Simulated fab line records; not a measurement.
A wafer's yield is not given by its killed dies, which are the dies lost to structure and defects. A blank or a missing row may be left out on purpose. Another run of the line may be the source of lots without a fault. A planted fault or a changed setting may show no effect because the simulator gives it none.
Chamber matching -- flow sky130 -- SKY_VIA4_CMP_21 on cmp-01 has 4 sister chambers
The step polishes, stops on SiO2, t overpolish 25 s, target thk 0 nm. 4 wafers are shown with their chamber, then 7 later ones without.

EACH WAFER AND ITS CHAMBER
wafer,chamber,motorCurrentA (A)
L233.6,0,10.6
L234.4,3,9.5
L238.1,1,12.2
L238.2,2,11.7

WAFERS WHOSE CHAMBER IS MISSING
wafer,motorCurrentA (A)
L238.4,9.6
L239.1,9.3
L239.3,10.1
L239.6,10.1
L243.4,11.5
L243.5,11.5
L243.6,12.3

WHICH CHAMBER EACH WENT THROUGH
wafer,from the rows above,in truth
L238.4,3,3
L239.1,3,3
L239.3,can't be placed: 0 or 3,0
L239.6,can't be placed: 0 or 3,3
L243.4,can't be placed: 2 or 1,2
L243.5,can't be placed: 2 or 1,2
L243.6,can't be placed: 1 or 2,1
Placed correctly: 2 of 7. Not placeable from these rows: 5 (in 5, the candidates include the true chamber). Placed wrongly: 0.
How it was worked out, from the rows above alone: a wafer's distance from a chamber is the root of the sum, over the readings, of the square of ((its reading less the chamber's mean) divided by the reading's scatter). The wafer belongs to the nearest chamber; if the next one is less than 2 further off, it can't be placed. The mean given for a chamber averages the wafers shown for that chamber. The scatter: root of mean squared gap, hidden wafer to nearest shown wafer, with one shown wafer a chamber.
